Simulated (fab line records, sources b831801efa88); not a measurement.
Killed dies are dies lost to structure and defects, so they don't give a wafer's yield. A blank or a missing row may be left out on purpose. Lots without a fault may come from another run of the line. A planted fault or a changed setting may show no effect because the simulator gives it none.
Which tool did it? | flow gf180mcu | 11 lots, 33 wafers sampled, at 1 step of a route of 602

WHAT THE GAUGES READ, wafer by wafer
GF_V2_THK_MEAS_01.
lot  | measured     | on            | V2_CVD_00_THK (nm)
L628 | day 20 14:04 | film_metro-04 | 600 607 608
L629 | day 20 17:02 | film_metro-02 | 603 600 597
L630 | day 20 20:45 | film_metro-01 | 600 604 619
L632 | day 21 21:52 | film_metro-01 | 599 602 611
L634 | day 22 18:24 | film_metro-02 | 613 595 605
L635 | day 22 19:53 | film_metro-04 | 601 607 616
L643 | day 25 12:20 | film_metro-01 | 610 610 606
L644 | day 25 18:07 | film_metro-02 | 614 617 612
L645 | day 25 18:23 | film_metro-04 | 605 604 610
L646 | day 26 13:53 | film_metro-02 | 604 605 592
L647 | day 26 14:33 | film_metro-01 | 608 604 604

WHICH TOOL RAN EACH LOT (tool, then ch and the chambers of the sampled wafers, then the start)
The record holds no process step before these readings.

THE ANSWER, worked out from the rows above alone
Rule: what is usual is taken from the lots themselves. Put in order of their means at a reading, lots are off if they are a third of the lots or fewer, leave a main group of 4 or more, and stand apart from it by a gap of 3 or more times the standard deviation of the main group's means; of several such gaps the widest counts. A main group whose means are all the same, to the digits that the tables above print for the reading, isn't used. A lot without any number at a reading at which 4 lots or more have one is off too. The other lots that the step has rows for count as sound.
No lot is off at any reading shown: from this, nothing can be told.

WHAT THE SIMULATOR HAD PUT IN
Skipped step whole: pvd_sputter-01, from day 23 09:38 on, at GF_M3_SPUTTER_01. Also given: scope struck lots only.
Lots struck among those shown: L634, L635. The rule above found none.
